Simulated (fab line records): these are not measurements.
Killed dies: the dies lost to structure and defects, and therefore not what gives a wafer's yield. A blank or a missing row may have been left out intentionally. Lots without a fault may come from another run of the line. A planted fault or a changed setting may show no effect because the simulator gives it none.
Which tool was responsible?    flow gf180mcu    12 lots, 36 wafers sampled, at 6 steps of a route of 602

== WHAT THE GAUGES SHOWED, per wafer ==
GF_DNWELL_TW_MEAS_09.
lot   measured     on             DNWELL_TW
L788  day 3 02:20  film metro-02  1366 1363 1370
L792  day 4 01:11  film metro-04  1395 1394 1396
L793  day 4 04:05  film metro-01  1347 1347 1345
L794  day 4 16:56  film metro-04  1385 1393 1386
L795  day 4 17:10  film metro-02  1361 1359 1361
L801  day 5 21:08  film metro-01  1358 1357 1348
L803  day 6 07:19  film metro-01  1353 1358 1354
L805  day 6 19:30  film metro-02  1352 1351 1356
L806  day 7 01:26  film metro-02  1350 1349 1346
L808  day 7 10:26  film metro-01  1370 1371 1376
L809  day 7 17:16  film metro-02  1362 1364 1362
L810  day 7 21:12  film metro-04  1378 1380 1377

GF_HV_LDD_TW_MEAS_38.
lot   measured      on             HV_LDD_3_TW
L788  day 11 21:16  film metro-03  1430 1422 1416
L792  day 13 04:38  film metro-04  1481 1474 1460
L793  day 13 09:55  film metro-04  1808 1813 1814 1811 1816 1811
L794  day 13 18:05  film metro-04  1812 1807 1819 1801 1803 1806
L795  day 13 19:33  film metro-04  1479 1476 1480
L801  day 15 13:07  film metro-02  1440 1436 1426
L803  day 16 06:05  film metro-02  1438 1435 1430
L805  day 16 23:13  film metro-04  1480 1474 1469
L806  day 17 10:42  film metro-02  1432 1435 1441
L808  day 17 21:07  film metro-03  1418 1423 1420
L809  day 18 05:43  film metro-02  1445 1441 1437
L810  day 18 17:46  film metro-02  1443 1440 1437

GF_HV_LDD_RS_MEAS_53: a four-point-probe measurement.
lot   measured      on             HV_LDD_RS (ohm/sq)
L788  day 12 16:22  film metro-04  420.1 420.5 420.0
L792  day 13 16:07  film metro-03  417.7 416.3 417.7
L793  day 13 22:17  film metro-04  358.8 358.0 358.4 359.0 357.9 358.3
L794  day 14 14:01  film metro-03  358.0 357.4 357.9 358.1 358.8 357.4
L795  day 14 15:41  film metro-02  419.6 419.5 418.0
L801  day 16 11:43  film metro-02  420.2 420.4 420.1
L803  day 17 05:10  film metro-03  418.7 417.9 419.0
L805  day 17 21:59  film metro-03  417.4 418.6 418.6
L806  day 18 10:38  film metro-04  419.9 420.1 420.3
L808  day 18 22:18  film metro-02  419.6 420.9 420.5
L809  day 19 06:02  film metro-04  419.6 419.6 420.0
L810  day 19 17:52  film metro-03  415.0 416.5 418.4

GF_CONTACT_THK_MEAS_01.
lot   measured      on             CONTACT_CVD_00_THK (nm)
L788  day 14 19:05  film metro-04  298 297 294
L792  day 16 14:32  film metro-03  299 299 301
L795  day 17 18:14  film metro-02  299 301 292
L801  day 19 16:46  film metro-02  293 299 294
L803  day 20 07:28  film metro-03  300 302 295
L805  day 21 00:49  film metro-03  301 301 301
L806  day 21 12:18  film metro-02  301 301 302
L808  day 22 01:09  film metro-03  308 302 301
L809  day 22 07:08  film metro-02  295 294 295
L810  day 22 21:04  film metro-02  302 302 301

== EACH LOT AND THE TOOL THAT RAN IT (in order: tool; ch and the chambers of the sampled wafers; start) ==
lot   GF_DNWELL_STRIP_08                   GF_HV_LDD_IMPLANT_36
L788  plasma asher-04 ch 0,1, day 3 02:14  implanter-04 ch 0, day 11 21:01
L792  plasma asher-01 ch 0,1, day 4 01:05  implanter-04 ch 0, day 13 04:24
L793  plasma asher-02 ch 0,1, day 4 03:59  implanter-01 ch 0, day 13 09:41
L794  plasma asher-04 ch 0,1, day 4 16:50  implanter-01 ch 0, day 13 17:51
L795  plasma asher-01 ch 0,1, day 4 17:04  implanter-04 ch 0, day 13 19:18
L801  plasma asher-01 ch 0,1, day 5 21:02  implanter-04 ch 0, day 15 12:53
L803  plasma asher-02 ch 0,1, day 6 07:14  implanter-04 ch 0, day 16 05:52
L805  plasma asher-04 ch 0,1, day 6 19:23  implanter-01 ch 0, day 16 22:59
L806  plasma asher-01 ch 0,1, day 7 01:20  implanter-03 ch 0, day 17 10:27
L808  plasma asher-04 ch 0,1, day 7 10:20  implanter-01 ch 0, day 17 20:52
L809  plasma asher-01 ch 0,1, day 7 17:10  implanter-04 ch 0, day 18 05:28
L810  plasma asher-01 ch 1, day 7 21:05    implanter-03 ch 0, day 18 17:32
- GF_DNWELL_STRIP_08: strips in O2/N2.
- GF_HV_LDD_IMPLANT_36

== WHAT THE TOOLS THEMSELVES READ (means of the sampled wafers that have a number; where no wafer has one, the mark that the record gives instead) ==
GF_DNWELL_STRIP_08.
lot   tool             chamber pressure mTorr (mTorr)  drypump motor current A (A)  heater power w (W)  oes product au (a.u.)  strip time to endpoint s (s)
L788  plasma asher-04  1499.7                          5.71                         326                 0.725                  36.87
L792  plasma asher-01  1499.5                          5.58                         328                 0.724                  37.11
L793  plasma asher-02  1500.7                          5.70                         330                 0.726                  36.83
L794  plasma asher-04  1498.8                          5.69                         326                 0.721                  37.00
L795  plasma asher-01  1498.1                          5.67                         354                 0.720                  36.80
L801  plasma asher-01  1500.4                          5.59                         327                 0.728                  37.09
L803  plasma asher-02  1499.8                          5.99                         328                 0.729                  36.98
L805  plasma asher-04  1499.5                          5.71                         332                 0.722                  36.82
L806  plasma asher-01  1499.7                          5.70                         357                 0.723                  36.85
L808  plasma asher-04  1500.3                          5.69                         326                 0.724                  36.94
L809  plasma asher-01  1499.9                          5.60                         328                 0.722                  36.96
L810  plasma asher-01  1499.6                          5.48                         301                 0.723                  36.95

GF_HV_LDD_IMPLANT_36.
lot   tool          dose ions cm2  faraday current uA
L788  implanter-04  7.5e+12        42.2
L792  implanter-04  7.5e+12        42.2
L793  implanter-01  3.5e+13        195.1
L794  implanter-01  3.5e+13        197.7
L795  implanter-04  7.5e+12        42.3
L801  implanter-04  7.5e+12        43.0
L803  implanter-04  7.5e+12        41.5
L805  implanter-01  7.5e+12        41.6
L806  implanter-03  7.5e+12        42.7
L808  implanter-01  7.5e+12        42.0
L809  implanter-04  7.5e+12        41.6
L810  implanter-03  7.5e+12        41.6

== THE ANSWER, worked out from the rows above alone ==
Rule: the lots themselves supply what counts as usual. The widest of any qualifying gaps counts: lots, ordered by their means at a reading, are off when they make up no more than a third of the lots, leave a main group of 4 or more, and stand apart from it by 3 or more times the standard deviation of that group's means. A main group whose means are all the same, to the digits that the tables above print for the reading, isn't used. A lot without any number at a reading at which 4 lots or more have one is off too. Any other lot the step has rows for is counted as sound. Order of review: gauges by route order, followed by the tools' own readings, for which a lot's mean as printed above is used. The first step at which some lot is off is used, and at that step the reading that is off furthest; a lot without a number counts as furthest.
Off: at GF_HV_LDD_TW_MEAS_38 (HV_LDD_3_TW), L793, L794. Mean 1445 and standard deviation 20 in the main group.
A tool fits if, at a process step before that reading, it ran every lot that is off, and no sound lot after the first of them. Not tried: the gauges at GF_HV_LDD_TW_MEAS_38; whatever is off there is also off at GF_HV_LDD_IMPLANT_36, on other tools, and gauge error can't account for it. Not one of the candidates tried fits.

== WHAT THE SIMULATOR HAD PUT IN ==
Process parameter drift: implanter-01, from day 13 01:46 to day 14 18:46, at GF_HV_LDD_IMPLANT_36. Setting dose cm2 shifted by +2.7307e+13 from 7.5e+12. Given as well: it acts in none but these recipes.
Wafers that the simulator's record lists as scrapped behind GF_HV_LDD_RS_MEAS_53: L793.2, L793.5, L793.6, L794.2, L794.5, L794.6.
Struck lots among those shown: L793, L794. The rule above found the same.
